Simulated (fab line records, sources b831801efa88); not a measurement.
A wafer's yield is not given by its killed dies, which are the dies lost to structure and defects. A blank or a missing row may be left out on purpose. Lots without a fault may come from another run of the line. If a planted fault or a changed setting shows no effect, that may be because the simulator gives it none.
Problem report in the 8D (eight disciplines) form, filled by code    flow sky130    the parts of the form that need people (team, actions taken, sign-off) are left out

## 1. THE ISSUE
At SKY_POLY_GATE_STRIP_18, strip time to endpoint s averages 2.79 s over 3 wafers from 2 lots, while fault-free wafers read 3.16 s, standard deviation 0.042. That is -8.7 standard deviations from the usual mean.
The step: strips in O2/N2.
The first sign was on wafer L405.4 at day 17 05:28, on plasma asher-04. The record holds 33 wafers of 11 lots with a number at this step. By rule, "out" or "out of limits" means more than 4 standard deviations away from the usual mean. Any other wafer with a number is counted as sound.

## 2. WHAT IT IS AND WHAT IT IS NOT
question                     is                                is not
which readings at this step  strip time to endpoint s          drypump motor current A
which lots                   L405, L406                        L404, L410, L415, L418, L420, L421, L423, L425, L426
which wafers of those lots   L405.4, L406.3, L406.5            L405.1, L405.2, L406.6
read on which tools          plasma asher-02, plasma asher-04  plasma asher-03
when                         from day 17 05:28                 up to then (5 sound wafers); but 25 sound wafers of L406, L410, L415, L418, L420, L421, L423, L425, L426 came after

## 3. SUSPECTS, AND WHAT RULES EACH OUT
Counting: a tool at a process step up to the reading stays a suspect if it ran every lot that is out. Sound lots after the first of them don't rule it out here, since some wafers of a struck lot are sound.
- rie si-01 at SKY_POLY_GATE_ETCH_17 (etches poly-Si in HBr/Cl2, stops on SiO2, target depth 180 nm, time 70.5 s): kept. It processed each lot that is out (first: L405, day 17 05:24); up to then, its last sound lot is L404 (day 16 20:27).
Left after counting: rie si-01 at SKY_POLY_GATE_ETCH_17.

## 4. THE CAUSE (what the simulator had put in)
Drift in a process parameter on rie si-01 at SKY_POLY_GATE_ETCH_17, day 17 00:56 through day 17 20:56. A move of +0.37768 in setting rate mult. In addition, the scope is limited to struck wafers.
This tool alone remained once counting was done.

## 5. SEQUENCE OF EFFECTS, ordered by route
One row per reading whose mean, taken over the struck wafers that have a number, lies over 3 standard deviations from the usual. Scope: only readings with a usual standard deviation given in the record; hours: median across lots of the time from each lot's start at the first step in this table that gives one to its start at this step; sigmas: change in usual standard deviations.
hours  step                    reading                   usual       on struck wafers  change  sigmas
0      SKY_POLY_GATE_STRIP_18  oes product au            0.360 a.u.  0.346             -0.014  -3.1
0      SKY_POLY_GATE_STRIP_18  strip time to endpoint s  3.16 s      2.79              -0.37   -8.7
The process steps in it:
- SKY_POLY_GATE_STRIP_18: strips in O2/N2.

## 6. HOW IT WOULD HAVE BEEN CAUGHT EARLIER
5 hours passed between the start of the fault at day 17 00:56 and the first reading out of limits in this record, taken at day 17 05:28.
Of the tool readings at SKY_POLY_GATE_ETCH_17 for which the record gives a usual standard deviation, none was out on any struck wafer, so an alarm limit of 4 standard deviations on them would not have fired.
L406, from the lots that are out (2), started SKY_POLY_GATE_ETCH_17 on rie si-01 later than day 17 05:28. Had the tool been put on hold then, it would have been spared.
